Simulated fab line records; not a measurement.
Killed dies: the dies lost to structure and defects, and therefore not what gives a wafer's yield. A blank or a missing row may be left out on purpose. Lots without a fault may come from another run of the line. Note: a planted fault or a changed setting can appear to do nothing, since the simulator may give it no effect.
fab line records	flow sky130
[record] lots = 7	wafers = 21	last-day = 49
route steps=708 shown LDD_N@237 LDD_P@255 LDD_HVN@267 LDD_HVP@278 PAD_OPEN@708
lots with no fault: from the same line, run without faults
start-h: the number of hours between the record's first day and the start of the first shown wafer of the lot	wait-h: hours from the lot's prior step to this one	" as in the row above	L1.1+2: several wafers, shown together as one row	- no value, or no start was given	* or withheld: withheld	< > ~ a bound
route shown NAME@n: NAME is a module with steps in the file, n the number in the route of the first one	usual: the fault-free wafers' mean and standard deviation	same: alike in all rows	chamber/n: place in a boat	sites: per-site readings	_std_site: the values' standard deviation	_edge_site: outer sites' mean less inner sites'	radius-mm: for every site, how far away it sits from the centre of the wafer	mask NAME#n: copy n	behind: the most recent tool/chamber to have shaped the wafer	hold: why the lot was held/for how many hours/how that ended	device: which transistor (n, p or np) failed to switch	end of line: the same wafers' tests at the end of the route	a step given without rows: its recipe and nothing more	killed: at the first sort, the dies lost to defects and structure; wafer yield is something else	map: a wafer's dies, x killed, . not, _ none there
set.NAME: the run value of the setting; set.NAME@STEP: its run value at that earlier step	model.NAME: the simulator's own value behind a step, which no gauge read
a table for each step, a row for each wafer; lots at some steps of the route
services: a tool's chamber out of use, with start hour (start-h, from the record's first day; less than 0 if before it), hours out, and reason
[[steps]]
[step SKY_LDD_N_DEHYDRATE_00]
[recipe] temp-c = 200	time-s = 60
[step SKY_LDD_N_HMDS_01]
[recipe] prime-time-s = 60	prime-temp-c = 120
[step SKY_LDD_N_COAT_02]
[recipe] resist = NOVOLAK	spin-rpm = 3000	resist-thk-nm = 306
[step SKY_LDD_N_SOFTBAKE_03]
[recipe] temp-c = 90	time-s = 60	resist = NOVOLAK
[step SKY_LDD_N_EXPOSE_04]
[recipe] mask-id = NTM	target-cd-nm = 840	na = 0.6	source-shape = conventional	sigma-outer = 0.6	dose-mj = 110
[step SKY_LDD_N_PEB_05]
[recipe] temp-c = withheld	time-s = *	resist = NOVOLAK
[step SKY_LDD_N_DEVELOP_06]
[recipe] develop-time-s = 60	dev-temp-c = 23
[step SKY_LDD_N_OVL_MEAS_07]
[usual] LDD_N_OVL = -0.5/1.4
lot.wafer	tool	chamber	start-h	wait-h	LDD_N_OVL[nm]
L194.2	overlay-01	-	404.56	0.1	-3.0
L194.4	"	-	"	"	-1.2
L194.5	"	-	"	"	-3.4
L195.2	overlay-01	-	417.23	0.1	1.3
L195.3	"	-	"	"	-1.6
L195.6	"	-	"	"	-1.0
L196.2	overlay-02	-	433.21	0.1	1.0
L196.3	"	-	"	"	-1.9
L196.5	"	-	"	"	0.3
L205.4	overlay-02	-	504.08	0.1	-1.5
L205.5	"	-	"	"	1.0
L205.6	"	-	"	"	-1.9
L207.2	overlay-01	-	517.43	0.1	-2.6
L207.5	"	-	"	"	-1.4
L207.6	"	-	"	"	-1.0
L208.1	overlay-02	-	523.17	0.1	0.0
L208.2	"	-	"	"	-0.8
L208.3	"	-	"	"	-0.1
L213.1	overlay-01	-	576.21	0.1	-1.7
L213.2	"	-	"	"	-1.1
L213.6	"	-	"	"	-1.2
[step SKY_LDD_N_IMPLANT_08]
[recipe] species = As	energy-kev = 20	dose-cm2 = 7.5e+13	tilt-deg = withheld	rotation-deg = 23
[step SKY_LDD_N_IMPLANT_09]
[recipe] species = As	energy-kev = 20	dose-cm2 = 7.5e+13	tilt-deg = withheld	rotation-deg = 113
[step SKY_LDD_N_IMPLANT_10]
[recipe] species = As	energy-kev = 20	dose-cm2 = 7.5e+13	tilt-deg = withheld	rotation-deg = 203
[step SKY_LDD_N_IMPLANT_11]
[recipe] species = As	energy-kev = 20	dose-cm2 = 7.5e+13	tilt-deg = withheld	rotation-deg = 293
[step SKY_LDD_N_IMPLANT_12]
[recipe] species = BF2	energy-kev = 50	dose-cm2 = 5e+12	tilt-deg = 30	rotation-deg = 0
lot.wafer	tool	chamber	start-h	wait-h
L194.2+4+5	implanter-02	0	405.21	0.1
L195.2+3+6	implanter-04	0	417.88	0.1
L196.2+3+5	implanter-04	0	433.86	0.1
L205.4+5+6	implanter-02	0	504.77	0.1
L207.2+5+6	implanter-02	0	518.08	0.1
L208.1+2+3	implanter-02	0	523.81	0.1
L213.1+2+6	implanter-03	0	576.84	0.1
[step SKY_LDD_N_IMPLANT_13]
[recipe] species = BF2	energy-kev = 50	dose-cm2 = 5e+12	tilt-deg = 30	rotation-deg = 90
[step SKY_LDD_N_IMPLANT_14]
[recipe] species = BF2	energy-kev = 50	dose-cm2 = 5e+12	tilt-deg = 30	rotation-deg = 180
[step SKY_LDD_N_IMPLANT_15]
[recipe] species = BF2	energy-kev = 50	dose-cm2 = 5e+12	tilt-deg = 30	rotation-deg = 270
[step SKY_LDD_N_STRIP_16]
[recipe] chemistry = O2/N2	power-w = 1400	pressure-mtorr = 1500	platen-temp-c = withheld	o2-flow-sccm = 3000	n2-flow-sccm = 300	overash-fraction = 0.5
[usual] drypump-motor-current-A = 6.2/0.44	oes-product-au = 0.410/0.0049	strip-time-to-endpoint-s = 4.393/0.014
lot.wafer	tool	chamber	start-h	wait-h	drypump-motor-current-A	oes-product-au	rf-hours-counter-h	strip-time-to-endpoint-s
L194.2	plasma-asher-03	1	405.79	0.1	6.4	0.406	71	4.371
L194.4	"	1	"	"	6.4	0.408	-	4.372
L194.5	"	0	"	"	5.7	0.405	-	4.380
L195.2	plasma-asher-01	1	418.46	0.1	6.4	0.409	74	4.387
L195.3	"	0	"	"	6.7	0.412	-	4.407
L195.6	"	1	"	"	6.4	0.413	-	4.383
L196.2	plasma-asher-03	0	434.44	0.1	5.6	0.404	74	4.393
L196.3	"	0	"	"	5.7	0.413	-	4.389
L196.5	"	0	"	"	5.7	0.410	-	4.403
L205.4	plasma-asher-03	0	505.33	0.1	5.7	0.411	-	4.382
L205.5	"	0	"	"	5.7	0.407	-	4.381
L205.6	"	1	"	"	6.4	0.411	-	4.363
L207.2	plasma-asher-01	0	518.66	0.1	6.7	0.411	8	4.377
L207.5	"	0	"	"	6.7	0.407	-	4.403
L207.6	"	1	"	"	6.4	0.412	-	4.394
L208.1	plasma-asher-01	0	524.41	0.1	6.7	0.418	9	4.393
L208.2	"	1	"	"	6.4	0.415	9	4.407
L208.3	"	1	"	"	6.4	0.415	-	4.422
L213.1	plasma-asher-03	1	577.44	0.1	6.4	0.417	88	4.375
L213.2	"	0	"	"	5.7	0.407	88	4.398
L213.6	"	1	"	"	6.4	0.406	-	4.389
[step SKY_LDD_N_TW_MEAS_17]
[usual] LDD_N_TW = 2590/18
lot.wafer	tool	chamber	start-h	wait-h	LDD_N_TW
L194.2	film-metro-04	-	405.90	0.1	2605
L194.4	"	-	"	"	2594
L194.5	"	-	"	"	2599
L195.2	film-metro-03	-	418.57	0.1	2592
L195.3	"	-	"	"	2604
L195.6	"	-	"	"	2601
L196.2	film-metro-01	-	434.55	0.1	2548
L196.3	"	-	"	"	2579
L196.5	"	-	"	"	2564
L205.4	film-metro-03	-	505.42	0.1	2601
L205.5	"	-	"	"	2576
L205.6	"	-	"	"	2585
L207.2	film-metro-01	-	518.77	0.1	2584
L207.5	"	-	"	"	2586
L207.6	"	-	"	"	2577
L208.1	film-metro-03	-	524.51	0.1	2597
L208.2	"	-	"	"	2603
L208.3	"	-	"	"	2601
L213.1	film-metro-03	-	577.54	0.1	2559
L213.2	"	-	"	"	2576
L213.6	"	-	"	"	2572
[step SKY_LDD_P_DEHYDRATE_00]
[recipe] temp-c = 200	time-s = 60
[step SKY_LDD_P_HMDS_01]
[recipe] prime-time-s = 60	prime-temp-c = 120
[step SKY_LDD_P_COAT_02]
[recipe] resist = NOVOLAK	spin-rpm = 3000	resist-thk-nm = 1140
[step SKY_LDD_P_SOFTBAKE_03]
[recipe] temp-c = 90	time-s = 60	resist = NOVOLAK
[step SKY_LDD_P_EXPOSE_04]
[recipe] mask-id = PSDM	na = 0.6	source-shape = conventional	sigma-outer = 0.6	polarization = unpolarized	target-cd-nm = 380	dose-mj = 138
[step SKY_LDD_P_PEB_05]
[recipe] temp-c = withheld	time-s = *	resist = NOVOLAK
[step SKY_LDD_P_DEVELOP_06]
[recipe] resist = NOVOLAK	developer = TMAH	develop-time-s = 60	dev-temp-c = 23.57
[step SKY_LDD_P_CD_MEAS_07]
[recipe] target-cd-nm = 380
[usual] cd-nm = 378.5/2.3
lot.wafer	tool	chamber	start-h	wait-h	cd-nm
L194.2	cd-sem-02	-	436.37	0.1	375.5
L194.4	"	-	"	"	378.0
L194.5	"	-	"	"	379.2
L195.2	cd-sem-02	-	448.43	0.1	377.7
L195.3	"	-	"	"	379.8
L195.6	"	-	"	"	378.5
L196.2	cd-sem-02	-	465.44	0.1	382.1
L196.3	"	-	"	"	378.1
L196.5	"	-	"	"	379.3
L205.4	cd-sem-02	-	535.91	0.1	380.8
L205.5	"	-	"	"	378.0
L205.6	"	-	"	"	379.7
L207.2	cd-sem-02	-	548.50	0.1	378.5
L207.5	"	-	"	"	379.7
L207.6	"	-	"	"	380.6
L208.1	cd-sem-01	-	554.05	0.1	375.9
L208.2	"	-	"	"	378.9
L208.3	"	-	"	"	378.4
L213.1	cd-sem-02	-	607.80	0.1	380.2
L213.2	"	-	"	"	377.5
L213.6	"	-	"	"	378.8
[step SKY_LDD_P_OVL_MEAS_08]
[usual] LDD_P_OVL = -1.4/1.5
lot.wafer	tool	chamber	start-h	wait-h	LDD_P_OVL[nm]
L194.2	overlay-02	-	436.48	0.1	-2.2
L194.4	"	-	"	"	-1.9
L194.5	"	-	"	"	-2.6
L195.2	overlay-02	-	448.53	0.1	0.1
L195.3	"	-	"	"	-0.1
L195.6	"	-	"	"	-1.6
L196.2	overlay-02	-	465.55	0.1	-0.5
L196.3	"	-	"	"	0.1
L196.5	"	-	"	"	-2.6
L205.4	overlay-02	-	535.99	0.1	-0.5
L205.5	"	-	"	"	-1.7
L205.6	"	-	"	"	-1.6
L207.2	overlay-01	-	548.61	0.1	-0.5
L207.5	"	-	"	"	0.4
L207.6	"	-	"	"	-2.4
L208.1	overlay-02	-	554.17	0.1	-0.5
L208.2	"	-	"	"	1.5
L208.3	"	-	"	"	1.4
L213.1	overlay-02	-	607.92	0.1	-0.7
L213.2	"	-	"	"	-2.8
L213.6	"	-	"	"	-2.2
[step SKY_LDD_P_IMPLANT_09]
[recipe] species = BF2	energy-kev = 25	dose-cm2 = 1e+13	tilt-deg = withheld
[step SKY_LDD_P_STRIP_10]
[recipe] chemistry = O2/N2	power-w = 1400	pressure-mtorr = 1500	platen-temp-c = withheld	o2-flow-sccm = 3000	n2-flow-sccm = 300	overash-fraction = 0.5
[usual] drypump-motor-current-A = 6.0/0.37	oes-product-au = 0.716/0.0044	strip-time-to-endpoint-s = 14.19/0.041
lot.wafer	tool	chamber	start-h	wait-h	drypump-motor-current-A	oes-product-au	rf-hours-counter-h	strip-time-to-endpoint-s
L194.2	plasma-asher-04	1	436.66	0.1	5.8	0.711	61	14.21
L194.4	"	1	"	"	5.8	0.712	-	14.22
L194.5	"	0	"	"	6.4	0.711	-	14.26
L195.2	plasma-asher-03	0	448.71	0.1	5.7	0.706	76	14.22
L195.3	"	0	"	"	5.7	0.719	-	14.26
L195.6	"	0	"	"	5.7	0.713	-	14.29
L196.2	plasma-asher-02	0	465.73	0.1	6.0	0.710	29	14.20
L196.3	"	0	"	"	6.0	0.720	-	14.20
L196.5	"	0	"	"	6.0	0.719	-	14.20
L205.4	plasma-asher-03	0	536.19	0.1	5.7	0.712	-	14.18
L205.5	"	0	"	"	5.7	0.714	-	14.18
L205.6	"	1	"	"	6.4	0.724	-	14.20
L207.2	plasma-asher-04	1	548.79	0.1	5.8	0.714	73	14.19
L207.5	"	1	"	"	5.8	0.712	-	14.14
L207.6	"	0	"	"	6.4	0.713	-	14.16
L208.1	plasma-asher-02	1	554.36	0.1	5.4	0.723	38	14.17
L208.2	"	0	"	"	5.9	0.721	38	14.14
L208.3	"	0	"	"	6.0	0.718	-	14.15
L213.1	plasma-asher-02	0	608.11	0.1	6.0	0.710	44	14.26
L213.2	"	1	"	"	5.4	0.722	44	14.24
L213.6	"	1	"	"	5.4	0.709	-	14.23
[step SKY_LDD_P_TW_MEAS_11]
[usual] LDD_P_TW = 636/3.3
lot.wafer	tool	chamber	start-h	wait-h	LDD_P_TW
L194.2	film-metro-03	-	436.77	0.1	638
L194.4	"	-	"	"	641
L194.5	"	-	"	"	639
L195.2	film-metro-02	-	448.82	0.1	645
L195.3	"	-	"	"	641
L195.6	"	-	"	"	642
L196.2	film-metro-03	-	465.84	0.1	637
L196.3	"	-	"	"	634
L196.5	"	-	"	"	635
L205.4	film-metro-03	-	536.29	0.1	640
L205.5	"	-	"	"	636
L205.6	"	-	"	"	635
L207.2	film-metro-02	-	548.90	0.1	641
L207.5	"	-	"	"	642
L207.6	"	-	"	"	639
L208.1	film-metro-01	-	554.46	0.1	637
L208.2	"	-	"	"	632
L208.3	"	-	"	"	635
L213.1	film-metro-02	-	608.21	0.1	638
L213.2	"	-	"	"	640
L213.6	"	-	"	"	643
[step SKY_LDD_HVN_DEHYDRATE_00]
[recipe] temp-c = 200	time-s = 60
[step SKY_LDD_HVN_HMDS_01]
[recipe] prime-time-s = 60	prime-temp-c = 120
[step SKY_LDD_HVN_COAT_02]
[recipe] resist = NOVOLAK	spin-rpm = 3000	resist-thk-nm = 300
[step SKY_LDD_HVN_SOFTBAKE_03]
[recipe] temp-c = 90	time-s = 60	resist = NOVOLAK
[step SKY_LDD_HVN_EXPOSE_04]
[recipe] mask-id = HVNTM	na = 0.6	source-shape = conventional	sigma-outer = 0.6	polarization = unpolarized	target-cd-nm = 700	dose-mj = 127
[step SKY_LDD_HVN_PEB_05]
[recipe] temp-c = withheld	time-s = *	resist = NOVOLAK
[step SKY_LDD_HVN_DEVELOP_06]
[recipe] resist = NOVOLAK	developer = TMAH	develop-time-s = 60	dev-temp-c = 23
[step SKY_LDD_HVN_OVL_MEAS_07]
[usual] LDD_HVN_OVL = -1.5/1.4
lot.wafer	tool	chamber	start-h	wait-h	LDD_HVN_OVL[nm]
L194.2	overlay-01	-	467.96	0.1	0.0
L194.4	"	-	"	"	0.1
L194.5	"	-	"	"	-1.3
L195.2	overlay-01	-	478.83	0.1	-2.8
L195.3	"	-	"	"	-3.9
L195.6	"	-	"	"	-2.6
L196.2	overlay-02	-	496.38	0.1	-1.6
L196.3	"	-	"	"	-3.1
L196.5	"	-	"	"	-3.1
L205.4	overlay-02	-	566.05	0.1	-2.5
L205.5	"	-	"	"	-3.6
L205.6	"	-	"	"	-1.9
L207.2	overlay-01	-	579.00	0.1	-2.0
L207.5	"	-	"	"	-3.1
L207.6	"	-	"	"	-3.4
L208.1	overlay-01	-	584.37	0.1	-3.6
L208.2	"	-	"	"	-3.3
L208.3	"	-	"	"	-1.9
L213.1	overlay-02	-	637.47	0.1	-2.5
L213.2	"	-	"	"	-2.1
L213.6	"	-	"	"	0.5
[step SKY_LDD_HVN_IMPLANT_08]
[recipe] species = P	energy-kev = 60	dose-cm2 = 3e+13	tilt-deg = 40
[step SKY_LDD_HVN_STRIP_09]
[recipe] chemistry = O2/N2	power-w = 1400	pressure-mtorr = 1500	platen-temp-c = withheld	o2-flow-sccm = 3000	n2-flow-sccm = 300	overash-fraction = 0.5
[usual] drypump-motor-current-A = 6.0/0.42	oes-product-au = 0.409/0.0044	strip-time-to-endpoint-s = 4.144/0.014
lot.wafer	tool	chamber	start-h	wait-h	drypump-motor-current-A	oes-product-au	rf-hours-counter-h	strip-time-to-endpoint-s
L194.2	plasma-asher-04	1	468.14	0.1	5.8	0.411	64	4.163
L194.4	"	1	"	"	5.8	0.406	-	4.166
L194.5	"	0	"	"	6.4	0.410	-	4.154
L195.2	plasma-asher-02	1	479.01	0.1	5.4	0.403	31	4.126
L195.3	"	0	"	"	6.0	0.405	-	4.131
L195.6	"	1	"	"	5.4	0.414	-	4.121
L196.2	plasma-asher-02	1	496.56	0.1	5.4	0.406	32	4.153
L196.3	"	1	"	"	5.4	0.408	-	4.137
L196.5	"	1	"	"	5.4	0.416	-	4.142
L205.4	plasma-asher-04	1	566.25	0.1	5.8	0.407	-	4.139
L205.5	"	1	"	"	5.8	0.403	-	4.128
L205.6	"	0	"	"	6.3	0.404	-	4.160
L207.2	plasma-asher-02	1	579.18	0.1	5.4	0.413	41	4.142
L207.5	"	0	"	"	6.0	0.410	-	4.155
L207.6	"	1	"	"	5.4	0.408	-	4.141
L208.1	plasma-asher-04	0	584.55	0.1	6.4	0.405	76	4.154
L208.2	"	1	"	"	5.8	0.411	76	4.135
L208.3	"	1	"	"	5.8	0.405	-	4.146
L213.1	plasma-asher-01	0	637.65	0.1	6.7	0.407	21	4.144
L213.2	"	1	"	"	6.4	0.403	21	4.146
L213.6	"	1	"	"	6.4	0.410	-	4.149
[step SKY_LDD_HVN_TW_MEAS_10]
[usual] LDD_HVN_TW = 1447/10
lot.wafer	tool	chamber	start-h	wait-h	LDD_HVN_TW
L194.2	film-metro-02	-	468.25	0.1	1455
L194.4	"	-	"	"	1451
L194.5	"	-	"	"	1451
L195.2	film-metro-01	-	479.12	0.1	1445
L195.3	"	-	"	"	1439
L195.6	"	-	"	"	1435
L196.2	film-metro-04	-	496.67	0.1	1457
L196.3	"	-	"	"	1451
L196.5	"	-	"	"	1461
L205.4	film-metro-04	-	566.35	0.1	1454
L205.5	"	-	"	"	1454
L205.6	"	-	"	"	1455
L207.2	film-metro-01	-	579.29	0.1	1431
L207.5	"	-	"	"	1429
L207.6	"	-	"	"	1439
L208.1	film-metro-01	-	584.65	0.1	1426
L208.2	"	-	"	"	1442
L208.3	"	-	"	"	1427
L213.1	film-metro-01	-	637.75	0.1	1435
L213.2	"	-	"	"	1436
L213.6	"	-	"	"	1440
[step SKY_LDD_HVP_DEHYDRATE_00]
[recipe] temp-c = 200	time-s = 60
[step SKY_PAD_OPEN_PROBE_99]
[usual] killed_at_M0_to_M3 = 44/6.8	killed_at_M4_up = 2.9/1.7	killed-at-contacts = 24/5.2	killed-at-front-end = 15/4	killed-at-other = 0.2/0.44	killed-dies = 86/9.9	killed-on-rim = 17/3.7	killed-open = 47/7.9	killed-short = 39/6.3
[same] gross-dies = 492	killed-at-back-side = 0
lot.wafer	tool	chamber	start-h	wait-h	killed_at_M0_to_M3	killed_at_M4_up	killed-at-contacts	killed-at-front-end	killed-at-other	killed-dies	killed-on-rim	killed-open	killed-short	model.etest.nfet_01v8.drive-ua-um-range	model.etest.nfet_01v8.vt-v-range
L194.2	prober-01	-	1082.53	0.1	41	1	18	19	0	79	19	41	36	7.096	0.01193
L194.4	prober-01	-	1082.63	0.2	45	2	25	22	0	94	22	52	34	11.12	0.0131
L194.5	prober-01	-	1082.68	0.2	53	3	23	18	0	97	19	49	48	10.26	0.007749
L195.2	prober-02	-	1092.32	0.1	38	6	21	14	0	79	15	39	40	10.64	0.01354
L195.3	prober-02	-	1092.37	0.2	38	1	19	13	0	71	13	39	31	10.69	0.01189
L195.6	prober-02	-	1092.52	0.2	40	2	26	13	0	81	16	40	39	6.813	0.01394
L196.2	prober-01	-	1097.60	0.1	41	4	25	13	1	84	16	50	34	9.073	0.01121
L196.3	prober-01	-	1097.65	0.2	36	2	15	13	0	66	17	30	36	8.041	0.01101
L196.5	prober-01	-	1097.75	0.2	45	4	23	21	0	93	20	53	40	6.33	0.005616
L205.4	prober-02	-	1143.99	0.2	55	3	33	15	0	106	24	58	47	19.09	0.02593
L205.5	prober-02	-	1144.04	0.2	45	4	35	18	0	102	21	57	45	18.89	0.01824
L205.6	prober-02	-	1144.09	0.2	43	4	29	11	0	87	18	54	32	14.7	0.01693
L207.2	prober-01	-	1155.51	0.1	50	1	15	13	0	79	13	44	35	16.8	0.01411
L207.5	prober-01	-	1155.66	0.2	39	2	28	10	0	79	9	50	29	19.49	0.0217
L207.6	prober-01	-	1155.71	0.2	32	4	27	12	1	76	14	38	37	20.08	0.02113
L208.1	prober-01	-	1159.76	0.1	45	3	18	11	0	77	13	35	42	14.12	0.02315
L208.2	prober-01	-	1159.81	0.1	36	4	21	14	0	75	13	45	30	15.9	0.02012
L208.3	prober-01	-	1159.86	0.2	38	1	25	14	0	78	12	46	32	17.42	0.01901
L213.1	prober-02	-	1186.33	0.1	45	3	31	14	0	93	11	53	40	8.518	0.01507
L213.2	prober-02	-	1186.38	0.1	42	6	14	11	0	73	17	39	33	9.512	0.01331
L213.6	prober-02	-	1186.58	0.2	45	1	17	12	1	76	15	34	42	9.803	0.009421
// killed by level:class
L194.2 VIA1:geometric-particle:open=10 VIA1:geometric-particle:short=7 LI_CONTACT:geometric-particle:open=6 CONTACT:geometric-particle:open=6 VIA3:geometric-particle:open=6 METAL1:geometric-particle:short=5 VIA2:geometric-particle:open=5 FIELD_ISO:geometric-particle:open=4
L194.4 VIA1:geometric-particle:open=14 CONTACT:geometric-particle:open=10 CONTACT:geometric-particle:short=6 VIA1:geometric-particle:short=6 LI_CONTACT:geometric-particle:open=5 METAL2:geometric-particle:open=5 SD_N:coat-microbubble-printed=5 FIELD_ISO:geometric-particle:open=4
L194.5 VIA1:geometric-particle:open=12 METAL1:geometric-particle:short=8 LI_CONTACT:geometric-particle:open=7 METAL2:geometric-particle:short=7 CONTACT:geometric-particle:open=6 VIA3:geometric-particle:open=6 CONTACT:geometric-particle:short=5 FIELD_ISO:geometric-particle:open=4
L195.2 LI_CONTACT:geometric-particle:open=7 CONTACT:geometric-particle:short=6 CONTACT:geometric-particle:open=6 VIA2:geometric-particle:open=6 METAL1:geometric-particle:short=5 VIA1:geometric-particle:short=5 VIA1:geometric-particle:open=5 METAL2:geometric-particle:short=5
L195.3 VIA1:geometric-particle:open=11 CONTACT:geometric-particle:open=7 VIA3:geometric-particle:open=7 FIELD_ISO:geometric-particle:short=5 METAL1:geometric-particle:short=5 VIA2:geometric-particle:open=5 POLY_GATE:geometric-particle:short=4 LOCAL_INTERCONNECT:geometric-particle:short=4
L195.6 CONTACT:geometric-particle:open=10 VIA1:geometric-particle:open=8 VIA1:geometric-particle:short=8 LI_CONTACT:geometric-particle:open=7 VIA3:geometric-particle:open=6 VIA3:geometric-particle:short=6 POLY_GATE:geometric-particle:short=4 CONTACT:geometric-particle:short=4
L196.2 CONTACT:geometric-particle:open=14 VIA3:geometric-particle:open=11 VIA2:geometric-particle:open=7 METAL1:geometric-particle:short=7 METAL2:geometric-particle:short=7 LOCAL_INTERCONNECT:geometric-particle:short=5 FIELD_ISO:geometric-particle:open=4 FIELD_ISO:geometric-particle:short=3
L196.3 VIA1:geometric-particle:open=6 VIA3:geometric-particle:open=6 CONTACT:geometric-particle:open=5 VIA3:geometric-particle:short=5 FIELD_ISO:geometric-particle:short=4 LI_CONTACT:geometric-particle:short=4 METAL1:geometric-particle:short=4 METAL2:geometric-particle:short=4
L196.5 CONTACT:geometric-particle:open=9 VIA3:geometric-particle:open=9 LI_CONTACT:geometric-particle:open=8 METAL2:geometric-particle:short=8 VIA1:geometric-particle:open=6 VIA2:geometric-particle:open=6 FIELD_ISO:geometric-particle:open=5 FIELD_ISO:geometric-particle:short=4
L205.4 CONTACT:geometric-particle:open=13 METAL1:geometric-particle:short=10 VIA2:geometric-particle:open=9 VIA3:geometric-particle:open=9 VIA1:geometric-particle:open=8 LI_CONTACT:geometric-particle:open=6 LOCAL_INTERCONNECT:geometric-particle:short=6 METAL2:geometric-particle:short=5
L205.5 CONTACT:geometric-particle:open=14 VIA3:geometric-particle:open=9 VIA2:geometric-particle:open=8 LOCAL_INTERCONNECT:geometric-particle:short=7 METAL2:geometric-particle:short=7 LI_CONTACT:geometric-particle:open=6 METAL1:geometric-particle:short=6 POLY_GATE:geometric-particle:short=5
L205.6 LI_CONTACT:geometric-particle:open=11 CONTACT:geometric-particle:open=9 VIA1:geometric-particle:open=9 VIA3:geometric-particle:open=8 VIA2:geometric-particle:open=7 POLY_GATE:geometric-particle:open=4 METAL1:geometric-particle:short=4 VIA1:geometric-particle:short=4
L207.2 METAL1:geometric-particle:short=12 VIA1:geometric-particle:open=11 CONTACT:geometric-particle:open=7 VIA3:geometric-particle:open=5 VIA2:geometric-particle:open=5 LI_CONTACT:geometric-particle:open=5 VIA3:geometric-particle:short=5 VIA1:geometric-particle:short=4
L207.5 CONTACT:geometric-particle:open=12 VIA1:geometric-particle:open=10 LI_CONTACT:geometric-particle:open=8 METAL1:geometric-particle:short=8 VIA2:geometric-particle:open=7 CONTACT:geometric-particle:short=6 VIA3:geometric-particle:open=4 VIA1:geometric-particle:short=3
L207.6 CONTACT:geometric-particle:open=12 CONTACT:geometric-particle:short=7 VIA1:geometric-particle:open=6 FIELD_ISO:geometric-particle:short=5 METAL1:geometric-particle:short=5 VIA3:geometric-particle:open=5 FIELD_ISO:geometric-particle:open=4 LI_CONTACT:geometric-particle:open=3
L208.1 VIA2:geometric-particle:open=8 CONTACT:geometric-particle:open=6 VIA1:geometric-particle:short=6 VIA1:geometric-particle:open=6 METAL3:geometric-particle:short=6 VIA3:geometric-particle:open=6 LI_CONTACT:geometric-particle:short=5 FIELD_ISO:geometric-particle:short=5
L208.2 CONTACT:geometric-particle:open=10 VIA2:geometric-particle:open=7 VIA3:geometric-particle:open=7 VIA1:geometric-particle:open=6 LI_CONTACT:geometric-particle:open=5 VIA3:geometric-particle:short=5 POLY_GATE:geometric-particle:short=4 CONTACT:geometric-particle:short=4
L208.3 LI_CONTACT:geometric-particle:open=12 CONTACT:geometric-particle:open=8 VIA3:geometric-particle:open=8 POLY_GATE:geometric-particle:short=5 VIA2:geometric-particle:short=5 VIA1:geometric-particle:open=5 VIA2:geometric-particle:open=5 LI_CONTACT:geometric-particle:short=4
L213.1 VIA1:geometric-particle:open=11 LI_CONTACT:geometric-particle:open=10 CONTACT:geometric-particle:open=10 LOCAL_INTERCONNECT:geometric-particle:short=8 VIA3:geometric-particle:open=7 VIA3:geometric-particle:short=6 VIA2:geometric-particle:open=5 VIA1:geometric-particle:short=5
L213.2 VIA1:geometric-particle:open=12 METAL1:geometric-particle:short=7 CONTACT:geometric-particle:open=6 VIA1:geometric-particle:short=6 VIA2:geometric-particle:open=5 VIA3:geometric-particle:open=4 METAL2:geometric-particle:short=4 CONTACT:geometric-particle:short=3
L213.6 METAL1:geometric-particle:short=9 VIA1:geometric-particle:open=8 VIA1:geometric-particle:short=7 VIA2:geometric-particle:open=5 FIELD_ISO:geometric-particle:short=4 LOCAL_INTERCONNECT:geometric-particle:short=4 CONTACT:geometric-particle:short=4 CONTACT:geometric-particle:open=4
[[services]]
tool	chamber	start-h	hours	kind
implanter-04	-	407.37	2.8	repair
plasma-asher-03	-	416.80	2.8	pm
plasma-asher-01	-	421.33	9.0	pm
plasma-asher-01	0	421.33	9.0	vent-cycle
plasma-asher-01	1	421.33	9.0	vent-cycle
implanter-02	-	427.24	3.2	pm
implanter-04	-	427.66	2.7	repair
plasma-asher-01	0	430.33	-	clean
plasma-asher-01	1	430.33	-	clean
plasma-asher-02	-	460.86	2.0	repair
plasma-asher-01	-	475.39	5.9	repair
plasma-asher-03	-	479.09	0.7	repair
plasma-asher-02	-	485.50	0.8	repair
plasma-asher-03	-	498.32	3.3	repair
implanter-04	-	507.27	3.5	repair
implanter-02	-	522.49	0.6	repair
implanter-02	-	528.30	3.2	repair
plasma-asher-02	-	529.83	2.2	repair
implanter-04	-	541.09	4.4	pm
plasma-asher-04	-	553.02	4.3	pm
implanter-02	-	566.53	3.8	repair
implanter-03	-	588.58	8.1	pm
plasma-asher-02	-	626.74	6.2	repair
[[key]]
first-sign none at tools or gauges
[model-effect] step = SKY_PAD_OPEN_PROBE_99	value = etest.nfet_01v8.drive-ua-um-range	without = 8.602	struck = 17.39
met-at SKY_LDD_N_IMPLANT_12
struck-wafers L205.4,L205.5,L205.6,L207.2,L207.5,L207.6,L208.1,L208.2,L208.3
tester-left-out L205,L207,L208
onset-between 405.21 504.77
[fault] kind = process-parameter-drift	tool = implanter-02	chamber = -	onset-h = 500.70	steps = SKY_LDD_N_IMPLANT_12	channel = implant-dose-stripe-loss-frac	offset = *	shape = step	end-h = 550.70
// tester-left-out: of these lots the tester's yield and bins aren't shown, on N5 and GAA mostly nor the transistor test; their killed dies are dies lost to structure and defects alone, not to doping, threshold or leakage, so they don't give the yield
